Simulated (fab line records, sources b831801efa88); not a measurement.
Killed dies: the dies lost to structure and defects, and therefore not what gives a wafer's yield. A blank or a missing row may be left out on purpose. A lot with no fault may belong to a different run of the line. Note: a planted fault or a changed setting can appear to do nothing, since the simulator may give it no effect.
Chamber matching | flow sky130 | SKY_POLY_CUT_ETCH_11 on rie diel-01: 4 sister chambers
The step etches Si3N4 in CF4/CH2F2/Ar, stops on poly-Si, time 42.5 s, target depth 60 nm. 8 wafers are shown with their chamber, then 7 later ones without.

## WAFERS WITH THEIR CHAMBER
wafer  | chamber | throttle valve pct (%) | oes product au (a.u.)
L562.1 | 1       | 15.002                 | 0.845
L562.5 | 3       | 14.992                 | 0.836
L566.3 | 2       | 14.988                 | 0.828
L568.2 | 2       | 15.003                 | 0.838
L568.3 | 0       | 14.994                 | 0.838
L568.4 | 3       | 14.983                 | 0.840
L569.2 | 1       | 14.989                 | 0.834
L569.5 | 0       | 15.001                 | 0.840

## WAFERS WITHOUT THEIR CHAMBER
wafer  | throttle valve pct (%) | oes product au (a.u.)
L569.6 | 14.994                 | 0.839
L579.1 | 14.992                 | 0.829
L579.3 | 15.001                 | 0.825
L579.5 | 14.994                 | 0.823
L580.1 | 15.002                 | 0.829
L580.2 | 14.978                 | 0.824
L580.6 | 14.983                 | 0.828

## THE CHAMBER EACH PASSED THROUGH
wafer  | from the rows above               | in truth
L569.6 | can't be placed: 1 or 0 or 3 or 2 | 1
L579.1 | can't be placed: 2 or 3 or 0 or 1 | 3
L579.3 | can't be placed: 2 or 0 or 1 or 3 | 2
L579.5 | can't be placed: 2 or 3 or 0 or 1 | 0
L580.1 | can't be placed: 2 or 0 or 1 or 3 | 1
L580.2 | can't be placed: 2 or 3 or 1 or 0 | 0
L580.6 | can't be placed: 2 or 3 or 1 or 0 | 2
Correctly placed: 0 of 7. These rows do not allow placing 7 (true chamber among the candidates in 7). Placed wrongly: 0.
How it was worked out, from the rows above alone: a wafer's distance from a chamber is the root of the sum, over the readings, of the square of ((its reading less the chamber's mean) divided by the reading's scatter). The wafer belongs to the nearest chamber; if the next one is less than 2 further off, it can't be placed. A chamber's mean is the mean of its shown wafers. The scatter is the square root of a quotient: the sum, over the shown wafers, of each reading's squared deviation from its chamber's mean, divided by wafers minus chambers.
